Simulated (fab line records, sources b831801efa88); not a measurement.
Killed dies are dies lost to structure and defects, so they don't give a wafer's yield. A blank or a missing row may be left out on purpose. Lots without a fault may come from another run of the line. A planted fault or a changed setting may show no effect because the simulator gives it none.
Chamber matching | flow gf180mcu | GF_SAB_ETCH_11 on rie_diel-03: 4 sister chambers
The step etches SiO2 in C4F8/O2/Ar, target depth 55 nm, time 8.5 s. 8 wafers are shown with their chamber, then 12 later ones without.

WAFERS WITH THEIR CHAMBER
wafer  | chamber | oes_product_au (a.u.)
L087.2 | 1       | 1.006
L089.1 | 0       | 1.008
L089.3 | 1       | 1.009
L089.4 | 3       | 0.985
L089.6 | 3       | 0.997
L091.1 | 0       | 1.018
L091.2 | 2       | 1.022
L091.6 | 2       | 1.003

WAFERS WITHOUT THEIR CHAMBER
wafer  | oes_product_au (a.u.)
L095.1 | 1.015
L095.2 | 1.004
L095.3 | 1.010
L095.4 | 0.995
L095.5 | 1.012
L095.6 | 1.006
L097.1 | 0.999
L097.2 | 1.007
L097.3 | 1.012
L097.4 | 0.990
L097.5 | 0.992
L097.6 | 0.998

WHICH CHAMBER EACH WENT THROUGH
wafer  | from the rows above               | in truth
L095.1 | can't be placed: 0 or 2 or 1      | 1
L095.2 | can't be placed: 1 or 2 or 0 or 3 | 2
L095.3 | can't be placed: 2 or 1 or 0 or 3 | 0
L095.4 | can't be placed: 3 or 1 or 2 or 0 | 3
L095.5 | can't be placed: 2 or 0 or 1      | 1
L095.6 | can't be placed: 1 or 2 or 0 or 3 | 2
L097.1 | can't be placed: 3 or 1 or 2 or 0 | 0
L097.2 | can't be placed: 1 or 2 or 0 or 3 | 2
L097.3 | can't be placed: 2 or 0 or 1      | 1
L097.4 | can't be placed: 3 or 1           | 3
L097.5 | can't be placed: 3 or 1           | 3
L097.6 | can't be placed: 3 or 1 or 2 or 0 | 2
Placed correctly: 0 of 12. Can't be placed from these rows: 12 (the true chamber is among the candidates in 12). Placed wrongly: 0.
How it was worked out, from the rows above alone: a wafer's distance from a chamber is the root of the sum, over the readings, of the square of ((its reading less the chamber's mean) divided by the reading's scatter). The wafer belongs to the nearest chamber; if the next one is less than 2 further off, it can't be placed. A chamber's mean is the mean of its shown wafers. The scatter: the root of (the sum of the squares of (reading less its chamber's mean) over the shown wafers, divided by (wafers less chambers)).
